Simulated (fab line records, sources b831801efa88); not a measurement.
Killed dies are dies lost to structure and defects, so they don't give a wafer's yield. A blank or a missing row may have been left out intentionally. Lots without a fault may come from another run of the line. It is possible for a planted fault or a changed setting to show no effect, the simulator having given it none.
Which tool is to blame? -- flow sky130 -- 11 lots, 33 wafers sampled, at 6 steps of a route of 708

WHAT THE GAUGES READ, wafer by wafer
SKY_GATE_OXIDE_TW_MEAS_14.
lot,measured,on,GATE_OXIDE_TW
L416,day 13 16:48,film metro-03,223.7 223.6 224.2
L419,day 15 08:53,film metro-04,229.7 227.8 227.8
L420,day 15 09:20,film metro-03,226.3 226.6 226.0
L427,day 17 17:32,film metro-04,228.2 227.9 228.7
L426,day 17 17:47,film metro-04,227.0 227.6 226.7
L428,day 18 07:20,film metro-03,223.7 225.4 224.3
L429,day 18 08:59,film metro-04,228.5 229.1 228.1
L434,day 21 00:19,film metro-04,227.6 228.0 227.7
L435,day 21 06:38,film metro-01,223.1 223.8 222.3
L437,day 21 20:14,film metro-04,229.3 227.3 228.5
L438,day 22 07:54,film metro-01,223.0 222.3 223.2

SKY_POLY_GATE_THK_MEAS_01.
lot,measured,on,POLY_GATE_CVD_00_THK (nm)
L416,day 13 19:42,film metro-03,178.5 179.3 177.4
L419,day 15 11:46,film metro-01,180.2 180.8 179.9
L420,day 15 13:55,film metro-02,180.4 178.6 180.3
L427,day 17 21:15,film metro-01,181.0 178.9 180.8
L426,day 17 21:16,film metro-02,178.4 179.4 177.1
L428,day 18 11:59,film metro-01,180.9 180.2 179.8
L429,day 18 12:00,film metro-02,180.7 180.7 181.4
L434,day 21 03:13,film metro-01,179.3 178.8 179.3
L435,day 21 09:28,film metro-03,179.6 178.4 180.3
L437,day 21 23:40,film metro-02,179.9 180.3 179.9
L438,day 22 10:45,film metro-02,180.3 178.3 179.7

SKY_LDD_N_TW_MEAS_17.
lot,measured,on,LDD_N_TW
L416,day 17 11:53,film metro-01,2553 2560 2563
L419,day 19 10:07,film metro-04,2613 2619 2626
L420,day 19 13:16,film metro-02,2646 2618 2637
L427,day 21 23:49,film metro-04,2642 2633 2634
L426,day 21 23:32,film metro-04,2688 2686 2694
L428,day 22 13:07,film metro-04,2682 2699 2683
L429,day 22 14:38,film metro-01,2572 2571 2576
L434,day 25 03:21,film metro-01,2568 2566 2557
L435,day 25 10:44,film metro-01,2574 2564 2565
L437,day 25 23:51,film metro-02,2625 2638 2638
L438,day 26 13:54,film metro-02,2617 2619 2618

SKY_LDD_P_OVL_MEAS_08.
lot,measured,on,LDD_P_OVL (nm)
L416,day 18 17:46,overlay-01,2.0 0.7 2.1
L419,day 20 17:01,overlay-01,-0.9 -1.7 -1.3
L420,day 20 20:19,overlay-01,0.8 0.9 1.3
L427,day 23 06:40,overlay-02,0.7 0.6 0.1
L426,day 23 05:40,overlay-02,0.8 -0.3 -1.8
L428,day 23 19:24,overlay-01,1.1 0.8 2.2
L429,day 23 21:13,overlay-01,-1.4 -1.7 -2.2
L434,day 26 08:35,overlay-01,0.0 2.1 0.1
L435,day 26 16:00,overlay-01,-0.2 1.5 0.5
L437,day 27 04:13,overlay-01,-0.5 -2.1 -0.5
L438,day 27 18:35,overlay-02,-0.5 -0.3 -2.2

WHAT TOOL EACH LOT RAN ON (gives the tool, then ch and the chambers of the sampled wafers, and finally the start)
lot,SKY_LDD_N_IMPLANT_14,SKY_LDD_N_STRIP_16
L416,"implanter-02 ch 0, day 17 11:30","plasma asher-04 ch 0,1, day 17 11:46"
L419,"implanter-01 ch 0, day 19 09:43","plasma asher-02 ch 0,1, day 19 10:01"
L420,"implanter-03 ch 0, day 19 12:52","plasma asher-01 ch 0,1, day 19 13:10"
L427,"implanter-01 ch 0, day 21 23:25","plasma asher-01 ch 0,1, day 21 23:43"
L426,"implanter-03 ch 0, day 21 23:09","plasma asher-04 ch 0,1, day 21 23:25"
L428,"implanter-03 ch 0, day 22 12:43","plasma asher-01 ch 0,1, day 22 13:01"
L429,"implanter-02 ch 0, day 22 14:15","plasma asher-01 ch 0,1, day 22 14:31"
L434,"implanter-02 ch 0, day 25 03:00","plasma asher-02 ch 0,1, day 25 03:16"
L435,"implanter-02 ch 0, day 25 10:20","plasma asher-01 ch 0,1, day 25 10:38"
L437,"implanter-03 ch 0, day 25 23:28","plasma asher-04 ch 0, day 25 23:44"
L438,"implanter-02 ch 0, day 26 13:33","plasma asher-02 ch 0,1, day 26 13:49"
- SKY_LDD_N_IMPLANT_14
- SKY_LDD_N_STRIP_16: strips in O2/N2.

AS READ BY THE TOOLS THEMSELVES (means over the sampled wafers that have a number; for cases with no such wafer, the mark the record gives instead)
SKY_LDD_N_IMPLANT_14.
lot,tool,beam on s (s),dose ions cm2,end station pressure torr (Torr),faraday current uA
L416,implanter-02,9.87,5e+12,5.12e-06,28.5
L419,implanter-01,10.06,5e+12,5.04e-06,28.1
L420,implanter-03,10.02,5e+12,4.94e-06,28.1
L427,implanter-01,9.97,5e+12,5.09e-06,28.2
L426,implanter-03,10.22,5e+13,5.23e-06,288.6
L428,implanter-03,10.07,5e+13,5.23e-06,292.5
L429,implanter-02,10.04,5e+12,5.23e-06,28.2
L434,implanter-02,10.04,5e+12,4.93e-06,28.1
L435,implanter-02,10.10,5e+12,5.09e-06,27.9
L437,implanter-03,10.00,5e+12,4.98e-06,28.2
L438,implanter-02,9.87,5e+12,5.19e-06,28.6

SKY_LDD_N_STRIP_16.
lot,tool,drypump motor current A (A),n2 flow sccm (sccm),oes product au (a.u.),strip time to endpoint s (s)
L416,plasma asher-04,5.96,299.6,0.410,4.328
L419,plasma asher-02,5.85,298.8,0.406,4.325
L420,plasma asher-01,5.96,299.5,0.408,4.307
L427,plasma asher-01,5.98,299.8,0.408,4.320
L426,plasma asher-04,5.96,298.8,0.408,4.419
L428,plasma asher-01,5.95,300.9,0.410,4.439
L429,plasma asher-01,5.85,301.2,0.405,4.317
L434,plasma asher-02,5.95,299.5,0.408,4.333
L435,plasma asher-01,5.83,299.7,0.405,4.314
L437,plasma asher-04,6.26,300.5,0.409,4.314
L438,plasma asher-02,5.83,299.9,0.410,4.304

THE ANSWER, worked out from the rows above alone
Rule: what is usual is taken from the lots themselves. The widest of any qualifying gaps counts: lots, ordered by their means at a reading, are off when they make up no more than a third of the lots, leave a main group of 4 or more, and stand apart from it by 3 or more times the standard deviation of that group's means. The tables above print the reading to a certain number of digits; a main group whose means all agree to those digits is not used. Also off: a lot with no number at a reading for which 4 or more lots have one. Where the step has rows for the other lots, those lots are counted as sound. After the gauges, taken in route order, come the tools' own readings; for these a lot's mean is taken, as printed above. At the first step where some lot is off, the reading lying furthest off is the one used; lots without a number count as furthest.
Off, at SKY_LDD_N_IMPLANT_14 on faraday current uA: L426, L428. The main group: mean 28.2, standard deviation 0.2.
A tool fits if, at that step or a process step before it, it ran every lot that is off, and no sound lot after the first of them. None of those tried fits.

WHAT THE SIMULATOR HAD PUT IN
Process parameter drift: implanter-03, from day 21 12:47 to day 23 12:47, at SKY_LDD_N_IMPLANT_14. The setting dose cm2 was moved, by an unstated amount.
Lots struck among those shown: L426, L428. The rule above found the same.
